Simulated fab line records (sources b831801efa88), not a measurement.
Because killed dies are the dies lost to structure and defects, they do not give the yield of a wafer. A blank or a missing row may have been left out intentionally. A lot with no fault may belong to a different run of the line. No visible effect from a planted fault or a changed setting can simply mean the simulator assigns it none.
Which tool did it? :: flow sky130 :: 6 lots (18 wafers sampled), 1 step of a 708-step route

== WHAT THE GAUGES SHOWED, per wafer ==
SKY_NWELL_OVL_MEAS_10.
lot: L674
measured: day 5 06:38
on: overlay-02
NWELL_00_OVL (nm): 0.9 -0.4 0.8

lot: L682
measured: day 7 02:04
on: overlay-01
NWELL_00_OVL (nm): -2.2 -2.6 -2.5

lot: L689
measured: day 8 15:06
on: overlay-01
NWELL_00_OVL (nm): -0.1 0.7 -0.7

lot: L691
measured: day 8 23:46
on: overlay-01
NWELL_00_OVL (nm): -1.0 -1.1 -0.4

lot: L693
measured: day 10 01:08
on: overlay-01
NWELL_00_OVL (nm): 3.5 4.3 2.5

lot: L694
measured: day 10 13:16
on: overlay-02
NWELL_00_OVL (nm): 2.0 2.0 -0.5

== WHICH TOOL RAN EACH LOT (tool, then ch and the chambers of the sampled wafers, then the start) ==
No process step before these readings appears in the record.

== THE ANSWER, worked out from the rows above alone ==
Rule: the lots themselves supply what counts as usual. The widest of any qualifying gaps counts: lots, ordered by their means at a reading, are off when they make up no more than a third of the lots, leave a main group of 4 or more, and stand apart from it by 3 or more times the standard deviation of that group's means. A main group is skipped when, at the precision printed for the reading in the tables above, its means are all equal. A lot without any number at a reading at which 4 lots or more have one is off too. Any other lot the step has rows for is counted as sound.
Across all readings shown, no lot is off: no conclusion can be drawn from this.

== WHAT WAS PUT IN BY THE SIMULATOR ==
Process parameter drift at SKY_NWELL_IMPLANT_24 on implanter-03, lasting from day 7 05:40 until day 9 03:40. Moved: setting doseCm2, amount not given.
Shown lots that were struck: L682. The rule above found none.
